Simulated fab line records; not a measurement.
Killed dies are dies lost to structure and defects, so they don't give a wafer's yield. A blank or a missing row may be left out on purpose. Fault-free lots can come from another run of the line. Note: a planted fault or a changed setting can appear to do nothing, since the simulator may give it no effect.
fab line records	flow sky130
record: lots: 12	wafers: 36	last-day: 50
route steps=708 shown FIELD_ISO@5 VT_ADJUST_HVTP@94 LI_CONTACT@382 PAD_OPEN@708
lots that met no fault: taken from a fault-free run of the same line
start-h: start of the lot's first displayed wafer, in hours after the record's first day	wait-h: hours since the lot's step before	" unchanged from the row above	L1.1+2: a single row standing in for several wafers	- either no value or no given start	* or withheld: withheld	< > ~ a bound
route shown NAME@n: NAME is a module with steps in the file, n the number in the route of the first one	usual: average and standard deviation across the fault-free wafers	same: alike in all rows	chamber/n: place in a boat	sites: per-site readings	_std_site: the standard deviation of these	_edge_site: outer sites' mean less inner sites'	radius-mm: for every site, how far away it sits from the centre of the wafer	mask NAME#n: copy n	behind: the most recent tool/chamber to have shaped the wafer	hold: what put the lot on hold/how long, in hours/how the hold closed	device: which transistor (n, p or np) failed to switch	end of line: the same wafers' tests at the end of the route	where a step has no rows: the recipe by itself	killed: at the first sort, the dies lost to defects and structure; wafer yield is something else	map: a wafer's dies, marking killed ones x, the rest . and places with no die _
set.NAME: the setting the step ran with; set.NAME@STEP: the setting that earlier step ran with	model.NAME: the simulator's own value behind a step, which no gauge read
a sample of lots followed through the steps of the route, with each step as a table and each wafer as a row
services: from which hour (start-h, from the record's first day; less than 0 if before it) a tool's chamber was out of use, for how many hours, and why
== steps ==
step: SKY_FIELD_ISO_THK_MEAS_04
recipe: reads: Si3N4_of_FIELD_ISO_CVD_03
usual: FIELD_ISO_CVD_03_THK: 164.4/1.4
lot.wafer	tool	chamber	start-h	wait-h	FIELD_ISO_CVD_03_THK[nm]
L169.1	film-metro-03	-	19.03	0.0	164.4
L169.3	"	-	"	"	165.1
L169.6	"	-	"	"	164.8
L170.1	film-metro-03	-	23.71	0.0	167.3
L170.4	"	-	"	"	167.1
L170.5	"	-	"	"	163.9
L171.1	film-metro-01	-	23.71	0.0	166.2
L171.4	"	-	"	"	166.8
L171.6	"	-	"	"	166.3
L175.1	film-metro-04	-	44.28	0.0	164.3
L175.2	"	-	"	"	163.3
L175.6	"	-	"	"	165.5
L176.3	film-metro-01	-	49.55	0.0	165.7
L176.4	"	-	"	"	166.8
L176.5	"	-	"	"	165.4
L178.2	film-metro-01	-	58.49	0.0	167.2
L178.3	"	-	"	"	165.1
L178.4	"	-	"	"	167.0
L179.1	film-metro-04	-	64.84	0.0	166.1
L179.5	"	-	"	"	164.9
L179.6	"	-	"	"	165.6
L180.1	film-metro-04	-	69.20	0.0	166.8
L180.2	"	-	"	"	165.0
L180.3	"	-	"	"	167.9
L183.4	film-metro-04	-	84.01	0.0	163.5
L183.5	"	-	"	"	162.7
L183.6	"	-	"	"	164.0
L184.1	film-metro-01	-	90.41	0.0	163.3
L184.2	"	-	"	"	164.4
L184.4	"	-	"	"	163.1
L191.2	film-metro-03	-	124.25	0.0	165.6
L191.4	"	-	"	"	165.3
L191.6	"	-	"	"	164.2
L192.4	film-metro-04	-	129.58	0.0	163.5
L192.5	"	-	"	"	164.2
L192.6	"	-	"	"	165.3
step: SKY_VT_ADJUST_HVTP_IMPLANT_09
recipe: species: As	energy-kev: 150	dose-cm2: 4.3e+12	tilt-deg: withheld
usual: beam-energy-keV: 150.00/0.047
same: implant-ion-amu: 75
lot.wafer	tool	chamber	start-h	wait-h	beam-energy-keV
L169.1	implanter-04	0	125.24	0.0	150.04
L169.3	"	0	"	"	150.05
L169.6	"	0	"	"	150.04
L170.1	implanter-03	0	131.03	0.0	149.97
L170.4	"	0	"	"	149.99
L170.5	"	0	"	"	149.97
L171.1	implanter-03	0	147.42	0.0	150.00
L171.4	"	0	"	"	150.04
L171.6	"	0	"	"	150.03
L175.1	implanter-04	0	165.62	0.0	150.03
L175.2	"	0	"	"	150.01
L175.6	"	0	"	"	150.04
L176.3	implanter-03	0	168.07	0.1	149.99
L176.4	"	0	"	"	150.02
L176.5	"	0	"	"	150.00
L178.2	implanter-04	0	183.49	0.0	149.94
L178.3	"	0	"	"	150.00
L178.4	"	0	"	"	150.01
L179.1	implanter-04	0	186.99	0.0	149.98
L179.5	"	0	"	"	150.01
L179.6	"	0	"	"	149.90
L180.1	implanter-04	0	191.29	0.0	150.02
L180.2	"	0	"	"	150.00
L180.3	"	0	"	"	150.02
L183.4	implanter-02	0	210.12	0.1	150.00
L183.5	"	0	"	"	150.02
L183.6	"	0	"	"	149.96
L184.1	implanter-03	0	219.38	0.0	149.97
L184.2	"	0	"	"	150.04
L184.4	"	0	"	"	150.00
L191.2	implanter-04	0	262.49	0.0	134.90
L191.4	"	0	"	"	134.85
L191.6	"	0	"	"	134.88
L192.4	implanter-04	0	269.02	0.1	134.97
L192.5	"	0	"	"	134.97
L192.6	"	0	"	"	134.96
step: SKY_VT_ADJUST_HVTP_STRIP_10
recipe: chemistry: O2/N2	power-w: 1400	pressure-mtorr: 1500	platen-temp-c: withheld	o2-flow-sccm: 3000	n2-flow-sccm: 300	overash-fraction: 0.5
usual: drypump-motor-current-A: 6.2/0.38	o2-flow-sccm: 3000/9.1	oes-product-au: 0.716/0.0043	strip-time-to-endpoint-s: 14.19/0.044
same: overash-fraction: 0.5
lot.wafer	tool	chamber	start-h	wait-h	drypump-motor-current-A	o2-flow-sccm	oes-product-au	rf-hours-counter-h	strip-time-to-endpoint-s
L169.1	plasma-asher-01	1	125.39	0.1	6.4	3007	0.719	43	14.17
L169.3	"	0	"	"	6.7	3009	0.717	-	14.13
L169.6	"	0	"	"	6.7	3005	0.718	-	14.13
L170.1	plasma-asher-03	1	131.18	0.1	6.4	3010	0.716	42	14.17
L170.4	"	0	"	"	5.7	3010	0.713	-	14.19
L170.5	"	1	"	"	6.4	2996	0.716	-	14.17
L171.1	plasma-asher-03	0	147.57	0.1	5.6	3004	0.710	44	14.22
L171.4	"	0	"	"	5.6	3011	0.720	-	14.19
L171.6	"	0	"	"	5.6	2997	0.712	-	14.23
L175.1	plasma-asher-03	0	165.77	0.1	5.6	3002	0.715	46	14.21
L175.2	"	1	"	"	6.3	2999	0.714	46	14.19
L175.6	"	1	"	"	6.4	3000	0.713	-	14.19
L176.3	plasma-asher-04	1	168.20	0.1	5.8	3014	0.720	-	14.14
L176.4	"	0	"	"	6.3	3008	0.717	-	14.11
L176.5	"	0	"	"	6.4	3021	0.709	-	14.17
L178.2	plasma-asher-01	1	183.62	0.1	6.4	2990	0.709	50	14.16
L178.3	"	1	"	"	6.4	2993	0.714	-	14.18
L178.4	"	0	"	"	6.7	3021	0.710	-	14.23
L179.1	plasma-asher-01	1	187.14	0.1	6.4	2994	0.711	50	14.25
L179.5	"	0	"	"	6.7	2992	0.710	-	14.25
L179.6	"	1	"	"	6.3	3002	0.716	-	14.24
L180.1	plasma-asher-03	0	191.44	0.1	5.6	2993	0.719	50	14.20
L180.2	"	1	"	"	6.4	2998	0.711	50	14.20
L180.3	"	1	"	"	6.4	3007	0.708	-	14.16
L183.4	plasma-asher-01	0	210.23	0.1	6.7	2985	0.717	-	14.19
L183.5	"	1	"	"	6.4	2991	0.715	-	14.22
L183.6	"	0	"	"	6.7	2988	0.710	-	14.23
L184.1	plasma-asher-03	1	219.53	0.1	6.4	2979	0.715	52	14.24
L184.2	"	0	"	"	5.7	2995	0.716	52	14.25
L184.4	"	0	"	"	5.7	2999	0.721	-	14.24
L191.2	plasma-asher-04	0	262.62	0.1	6.4	3004	0.714	46	14.15
L191.4	"	1	"	"	5.8	2999	0.723	-	14.15
L191.6	"	1	"	"	5.8	3015	0.710	-	14.12
L192.4	plasma-asher-03	0	269.12	0.1	5.6	2996	0.714	-	14.13
L192.5	"	0	"	"	5.7	2988	0.717	-	14.16
L192.6	"	1	"	"	6.4	2985	0.717	-	14.13
step: SKY_VT_ADJUST_HVTP_TW_MEAS_11
usual: VT_ADJUST_HVTP_TW: 1360/7.6
lot.wafer	tool	chamber	start-h	wait-h	VT_ADJUST_HVTP_TW
L169.1	film-metro-04	-	125.49	0.1	1373
L169.3	"	-	"	"	1373
L169.6	"	-	"	"	1374
L170.1	film-metro-02	-	131.28	0.1	1358
L170.4	"	-	"	"	1353
L170.5	"	-	"	"	1359
L171.1	film-metro-01	-	147.67	0.1	1358
L171.4	"	-	"	"	1368
L171.6	"	-	"	"	1365
L175.1	film-metro-01	-	165.87	0.1	1361
L175.2	"	-	"	"	1354
L175.6	"	-	"	"	1356
L176.3	film-metro-02	-	168.29	0.1	1357
L176.4	"	-	"	"	1359
L176.5	"	-	"	"	1362
L178.2	film-metro-01	-	183.73	0.1	1363
L178.3	"	-	"	"	1368
L178.4	"	-	"	"	1358
L179.1	film-metro-02	-	187.24	0.1	1356
L179.5	"	-	"	"	1357
L179.6	"	-	"	"	1358
L180.1	film-metro-01	-	191.54	0.1	1361
L180.2	"	-	"	"	1368
L180.3	"	-	"	"	1362
L183.4	film-metro-04	-	210.32	0.1	1357
L183.5	"	-	"	"	1361
L183.6	"	-	"	"	1362
L184.1	film-metro-04	-	219.63	0.1	1366
L184.2	"	-	"	"	1359
L184.4	"	-	"	"	1361
L191.2	film-metro-01	-	262.73	0.1	1311
L191.4	"	-	"	"	1313
L191.6	"	-	"	"	1309
L192.4	film-metro-02	-	269.22	0.1	1329
L192.5	"	-	"	"	1333
L192.6	"	-	"	"	1333
step: SKY_LI_CONTACT_SPUTTER_20
recipe: material: TiN	target-thk-nm: 20	chamber-pressure-pa: 5	power-w: 4000	time-s: 80
usual: throttle-valve-pct: 30.4/0.98
lot.wafer	tool	chamber	start-h	wait-h	throttle-valve-pct
L169.1	pvd-sputter-04	-	683.25	0.0	30.0
L169.3	"	-	"	"	29.4
L169.6	"	-	"	"	30.3
L170.1	pvd-sputter-02	-	696.20	0.0	31.2
L170.4	"	-	"	"	32.1
L170.5	"	-	"	"	28.8
L171.1	pvd-sputter-04	-	706.77	0.0	30.3
L171.4	"	-	"	"	29.9
L171.6	"	-	"	"	30.0
L175.1	pvd-sputter-04	-	735.12	0.0	29.4
L175.2	"	-	"	"	30.4
L175.6	"	-	"	"	30.2
L176.3	pvd-sputter-04	-	740.00	0.0	30.4
L176.4	"	-	"	"	29.4
L176.5	"	-	"	"	30.5
L178.2	pvd-sputter-02	-	758.49	0.0	30.6
L178.3	"	-	"	"	29.0
L178.4	"	-	"	"	31.0
L179.1	pvd-sputter-04	-	761.64	0.0	29.8
L179.5	"	-	"	"	30.1
L179.6	"	-	"	"	30.3
L180.1	pvd-sputter-02	-	770.29	0.0	31.1
L180.2	"	-	"	"	31.8
L180.3	"	-	"	"	29.1
L183.4	pvd-sputter-01	-	787.71	0.0	32.5
L183.5	"	-	"	"	32.7
L183.6	"	-	"	"	30.4
L184.1	pvd-sputter-02	-	802.86	0.0	32.1
L184.2	"	-	"	"	28.9
L184.4	"	-	"	"	30.7
L191.2	pvd-sputter-04	-	850.36	0.0	30.0
L191.4	"	-	"	"	29.2
L191.6	"	-	"	"	30.0
L192.4	pvd-sputter-04	-	857.76	0.0	30.2
L192.5	"	-	"	"	30.2
L192.6	"	-	"	"	30.0
step: SKY_PAD_OPEN_PROBE_99
usual: killed_at_M0_to_M3: 44/6.8	killed_at_M4_up: 2.9/1.7	killed-at-contacts: 24/5.2	killed-at-front-end: 15/4	killed-at-other: 0.2/0.44	killed-dies: 86/9.9	killed-on-rim: 17/3.7	killed-open: 47/7.9	killed-short: 39/6.3
same: gross-dies: 492	killed-at-back-side: 0
lot.wafer	tool	chamber	start-h	wait-h	killed_at_M0_to_M3	killed_at_M4_up	killed-at-contacts	killed-at-front-end	killed-at-other	killed-dies	killed-on-rim	killed-open	killed-short
L170.1	prober-02	-	1092.27	0.1	36	2	19	19	1	77	19	39	36
L170.4	prober-02	-	1092.42	0.2	38	4	20	18	0	80	20	41	39
L170.5	prober-02	-	1092.47	0.2	32	3	30	18	0	83	14	33	45
L171.1	prober-01	-	1097.55	0.1	32	2	26	20	0	80	18	43	37
L171.4	prober-01	-	1097.70	0.2	53	4	26	13	0	96	17	53	43
L171.6	prober-01	-	1097.80	0.2	35	6	23	18	0	82	15	46	36
L175.1	prober-01	-	1119.73	0.1	48	2	20	13	0	83	13	52	31
L175.2	prober-01	-	1119.78	0.1	32	8	26	13	1	80	18	43	37
L175.6	prober-01	-	1119.98	0.2	40	7	25	8	1	81	19	45	36
L178.2	prober-02	-	1138.84	0.1	41	0	25	9	0	75	17	54	21
L178.3	prober-02	-	1138.89	0.2	44	3	25	12	1	85	20	60	25
L178.4	prober-02	-	1138.94	0.2	59	2	34	13	0	108	26	67	41
L183.4	prober-01	-	1159.91	0.2	39	3	15	13	0	70	14	40	29
L183.5	prober-01	-	1159.96	0.2	40	1	31	8	0	80	20	51	29
L183.6	prober-01	-	1160.01	0.2	44	1	25	20	0	90	17	60	30
L184.1	prober-02	-	1167.05	0.1	66	2	20	7	1	96	19	55	40
L184.2	prober-02	-	1167.10	0.1	50	1	27	13	0	91	20	45	46
L184.4	prober-02	-	1167.20	0.2	43	6	22	12	0	83	19	43	38
killed by level:class
L170.1 VIA2:geometric-particle:open=7 FIELD_ISO:geometric-particle:short=6 CONTACT:geometric-particle:open=6 VIA1:geometric-particle:open=6 METAL1:geometric-particle:short=5 LI_CONTACT:geometric-particle:open=5 VIA3:geometric-particle:open=5 FIELD_ISO:geometric-particle:open=4
L170.4 VIA1:geometric-particle:open=10 CONTACT:geometric-particle:open=8 FIELD_ISO:geometric-particle:short=7 CONTACT:geometric-particle:short=5 FIELD_ISO:geometric-particle:open=4 METAL1:geometric-particle:short=4 VIA1:geometric-particle:short=4 METAL2:geometric-particle:short=4
L170.5 CONTACT:geometric-particle:open=8 FIELD_ISO:geometric-particle:short=7 LI_CONTACT:geometric-particle:open=7 METAL2:geometric-particle:short=7 FIELD_ISO:geometric-particle:open=6 CONTACT:geometric-particle:short=6 METAL3:geometric-particle:short=6 LOCAL_INTERCONNECT:geometric-particle:short=5
L171.1 CONTACT:geometric-particle:open=10 VIA1:geometric-particle:open=8 LI_CONTACT:geometric-particle:open=7 POLY_GATE:geometric-particle:open=6 FIELD_ISO:geometric-particle:short=5 VIA3:geometric-particle:open=5 VIA2:geometric-particle:short=4 VIA3:geometric-particle:short=4
L171.4 VIA1:geometric-particle:open=11 LI_CONTACT:geometric-particle:open=9 VIA2:geometric-particle:open=9 VIA3:geometric-particle:open=8 CONTACT:geometric-particle:open=7 METAL1:geometric-particle:short=7 VIA1:geometric-particle:short=6 METAL2:geometric-particle:short=6
L171.6 CONTACT:geometric-particle:open=9 VIA1:geometric-particle:open=7 METAL1:geometric-particle:short=6 VIA2:geometric-particle:open=6 FIELD_ISO:geometric-particle:open=5 METAL2:geometric-particle:short=5 FIELD_ISO:geometric-particle:short=4 LI_CONTACT:geometric-particle:open=4
L175.1 VIA1:geometric-particle:open=13 LI_CONTACT:geometric-particle:open=9 VIA3:geometric-particle:open=7 VIA2:geometric-particle:open=6 METAL1:geometric-particle:short=6 LI_CONTACT:geometric-particle:short=5 CONTACT:geometric-particle:open=5 VIA2:geometric-particle:short=5
L175.2 VIA1:geometric-particle:open=8 VIA2:geometric-particle:open=8 LI_CONTACT:geometric-particle:short=7 LI_CONTACT:geometric-particle:open=7 CONTACT:geometric-particle:open=7 METAL4:geometric-particle:short=5 FIELD_ISO:geometric-particle:short=4 SPACER:geometric-particle:short=4
L175.6 CONTACT:geometric-particle:open=12 VIA2:geometric-particle:open=10 VIA1:geometric-particle:open=9 CONTACT:geometric-particle:short=6 METAL1:geometric-particle:short=6 METAL4:geometric-particle:short=6 METAL3:geometric-particle:short=4 VIA3:geometric-particle:open=4
L178.2 CONTACT:geometric-particle:open=12 VIA1:geometric-particle:open=10 LI_CONTACT:geometric-particle:open=9 VIA2:geometric-particle:open=7 VIA3:geometric-particle:open=7 METAL1:geometric-particle:short=6 FIELD_ISO:geometric-particle:open=3 LOCAL_INTERCONNECT:geometric-particle:short=3
L178.3 VIA1:geometric-particle:open=17 CONTACT:geometric-particle:open=14 VIA3:geometric-particle:open=6 LI_CONTACT:geometric-particle:open=5 METAL3:geometric-particle:short=5 POLY_GATE:geometric-particle:open=3 SPACER:geometric-particle:short=3 METAL1:geometric-particle:open=3
L178.4 VIA1:geometric-particle:open=14 LI_CONTACT:geometric-particle:open=11 VIA3:geometric-particle:open=10 VIA2:geometric-particle:open=10 CONTACT:geometric-particle:open=8 VIA1:geometric-particle:short=7 METAL2:geometric-particle:short=6 LOCAL_INTERCONNECT:geometric-particle:short=5
L183.4 VIA1:geometric-particle:open=11 CONTACT:geometric-particle:open=8 VIA3:geometric-particle:open=7 VIA3:geometric-particle:short=5 METAL1:geometric-particle:short=4 FIELD_ISO:geometric-particle:short=3 POLY_GATE:geometric-particle:short=3 LI_CONTACT:geometric-particle:open=3
L183.5 LI_CONTACT:geometric-particle:open=12 CONTACT:geometric-particle:open=8 VIA1:geometric-particle:open=8 VIA2:geometric-particle:open=7 METAL2:geometric-particle:short=6 METAL1:geometric-particle:open=5 LOCAL_INTERCONNECT:geometric-particle:short=4 VIA3:geometric-particle:open=4
L183.6 CONTACT:geometric-particle:open=12 VIA1:geometric-particle:open=11 LI_CONTACT:geometric-particle:open=7 VIA2:geometric-particle:open=7 METAL2:geometric-particle:short=7 POLY_GATE:geometric-particle:open=6 FIELD_ISO:geometric-particle:open=4 VIA1:geometric-particle:short=4
L184.1 VIA1:geometric-particle:open=16 CONTACT:geometric-particle:open=9 METAL2:geometric-particle:short=8 VIA2:geometric-particle:open=8 METAL1:geometric-particle:short=5 VIA1:geometric-particle:short=5 METAL3:geometric-particle:short=5 VIA3:geometric-particle:open=5
L184.2 VIA3:geometric-particle:open=10 VIA1:geometric-particle:open=9 METAL2:geometric-particle:short=9 CONTACT:geometric-particle:short=8 VIA1:geometric-particle:short=8 LI_CONTACT:geometric-particle:open=7 VIA2:geometric-particle:open=6 CONTACT:geometric-particle:open=6
L184.4 CONTACT:geometric-particle:short=8 VIA1:geometric-particle:open=8 VIA3:geometric-particle:open=6 METAL1:geometric-particle:short=5 LI_CONTACT:geometric-particle:open=5 CONTACT:geometric-particle:open=5 VIA1:geometric-particle:short=5 VIA2:geometric-particle:open=5
== services ==
tool	chamber	start-h	hours	kind
implanter-04	-	109.65	1.2	repair
implanter-04	-	144.23	2.4	repair
implanter-04	-	300.17	2.1	repair
implanter-04	-	364.72	8.5	repair
implanter-04	-	407.37	2.8	repair
plasma-asher-03	-	416.80	2.8	pm
implanter-04	-	427.66	2.7	repair
pvd-sputter-04	-	470.79	13.3	repair
plasma-asher-03	-	479.09	0.7	repair
pvd-sputter-04	-	497.02	3.9	repair
plasma-asher-03	-	498.32	3.3	repair
implanter-04	-	507.27	3.5	repair
implanter-04	-	541.09	4.4	pm
pvd-sputter-04	-	550.17	1.0	repair
pvd-sputter-04	-	584.20	2.3	repair
pvd-sputter-04	-	609.44	3.4	repair
plasma-asher-03	-	641.31	2.7	repair
implanter-04	-	651.84	1.7	repair
implanter-04	-	670.52	4.6	pm
pvd-sputter-04	-	702.63	3.6	repair
plasma-asher-03	-	733.75	9.0	pm
implanter-04	-	736.74	2.8	repair
pvd-sputter-04	-	750.59	8.9	repair
implanter-04	-	855.25	1.9	repair
== key ==
first-sign: step: SKY_VT_ADJUST_HVTP_IMPLANT_09	reading: beam-energy-keV	direction: down	sigmas: 99+	usual: *	struck: *
effect: step: SKY_VT_ADJUST_HVTP_TW_MEAS_11	reading: VT_ADJUST_HVTP_TW	direction: down	sigmas: 5.2	usual: 1360	struck: 1321
met-at SKY_VT_ADJUST_HVTP_IMPLANT_09
struck-lots L191,L192
tester-left-out L191,L192
not-acting-at SKY_FIELD_ISO_THK_MEAS_04,SKY_VT_ADJUST_HVTP_STRIP_10,SKY_LI_CONTACT_SPUTTER_20
onset-between 191.29 262.49
fault: kind: process-parameter-drift	tool: implanter-04	chamber: -	onset-h: 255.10	steps: SKY_VT_ADJUST_HVTP_IMPLANT_09	channel: energy-kev	offset: *	shape: step	end-h: 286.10	acts-in: *	stated: *
tester-left-out: of these lots the tester's yield and bins aren't shown, on N5 and GAA mostly nor the transistor test; their killed dies are dies lost to structure and defects alone, not to doping, threshold or leakage, so they don't give the yield
